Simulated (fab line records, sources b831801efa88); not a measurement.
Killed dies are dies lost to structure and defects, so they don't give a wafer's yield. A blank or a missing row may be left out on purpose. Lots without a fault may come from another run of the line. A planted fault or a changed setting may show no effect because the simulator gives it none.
One fault seen from 2 desks | flow sky130 | each desk has only its own numbers; what lay behind them comes last

THE METROLOGY DESK
What the gauges read, lot by lot, whatever tool the lot ran on: means of the sampled wafers that have a number. A lot is out of limits, marked OUT, if its mean lies more than 4 standard deviations from the usual mean; the brackets give that distance.
Columns: A = VT_ADJUST_PCH_TW at SKY_VT_ADJUST_PCH_TW_MEAS_10, usual 142.7; B = SONOS_ONO_OVL at SKY_SONOS_ONO_OVL_MEAS_14, usual -1.1 nm; C = POLY_GATE_OVL at SKY_POLY_GATE_OVL_MEAS_14, usual -2 nm
lot  | first seen here | A     | B    | C
L624 | day 11 08:52    | 143.0 | -2.4 | -4
L626 | day 12 04:17    | 143.1 | -2.2 | 0
L628 | day 12 17:40    | 143.4 | -0.3 | 3
L629 | day 13 10:19    | 143.3 | -2.2 | -2
L631 | day 13 13:46    | 143.1 | -3.3 | -7
L630 | day 13 14:08    | 143.4 | -0.1 | 5
L632 | day 13 15:25    | 141.2 | 0.7  | -2
L633 | day 14 02:33    | 142.0 | 0.3  | -10
L635 | day 14 12:24    | 142.6 | -0.1 | 6
L634 | day 14 13:12    | 143.5 | -1.1 | -4
L636 | day 14 15:32    | 142.0 | 0.6  | -1
L643 | day 16 19:43    | 142.7 | -2.5 | -1
L642 | day 16 20:20    | 142.1 | -1.4 | -12
L644 | day 17 03:48    | 144.0 | -2.1 | -4
This desk's finding: nothing out of limits on any of the 14 lots.

THE TOOL OWNER'S DESK: implanter-03
The tool's own readings at SKY_LDD_N_IMPLANT_12: means of the sampled wafers that have a number, for each lot that ran on this tool. A lot is out of limits, marked OUT, if its mean lies more than 4 standard deviations from the usual mean; the brackets give that distance.
Columns: A = beam_energy_keV at SKY_LDD_N_IMPLANT_12, usual 50.675; B = beam_on_s at SKY_LDD_N_IMPLANT_12, usual 9.99 s; C = dose_ions_cm2 at SKY_LDD_N_IMPLANT_12, usual 5e+12; D = faraday_current_uA at SKY_LDD_N_IMPLANT_12, usual 28.2
lot  | first seen here | A      | B     | C                       | D
L624 | day 18 19:13    | 50.672 | 10.00 | 5e+12                   | 28.2
L630 | day 21 13:38    | 50.669 | 10.01 | 5e+12                   | 28.2
L636 | day 22 12:40    | 50.683 | 9.99  | 5e+12                   | 28.3
L643 | day 24 20:04    | 50.699 | 9.88  | 9e+12 (+99 or more) OUT | 49.1 (+44) OUT
L642 | day 24 23:49    | 50.671 | 10.05 | 9e+12 (+99 or more) OUT | 48.3 (+42) OUT
This desk's finding: out of limits on L642, L643; first on L643, day 24 20:04 (dose_ions_cm2 at SKY_LDD_N_IMPLANT_12). In limits: L624, L630, L636.

PUT TOGETHER
The tool owner's desk could have raised an alarm at day 24 20:04, on L642, L643.
The metrology desk saw nothing out of limits.
The metrology desk has L642, L643 on record, within its limits.
Of the lots named, all ran SKY_LDD_N_IMPLANT_12 on implanter-03.

WHAT THE SIMULATOR HAD PUT IN
Process parameter drift: implanter-03, from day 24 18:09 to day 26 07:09, at SKY_LDD_N_IMPLANT_12. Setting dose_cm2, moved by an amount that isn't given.
Lots struck among those shown: L642, L643.
Hours from the fault's start to each desk's first reading out of limits: the tool owner's desk, 2.
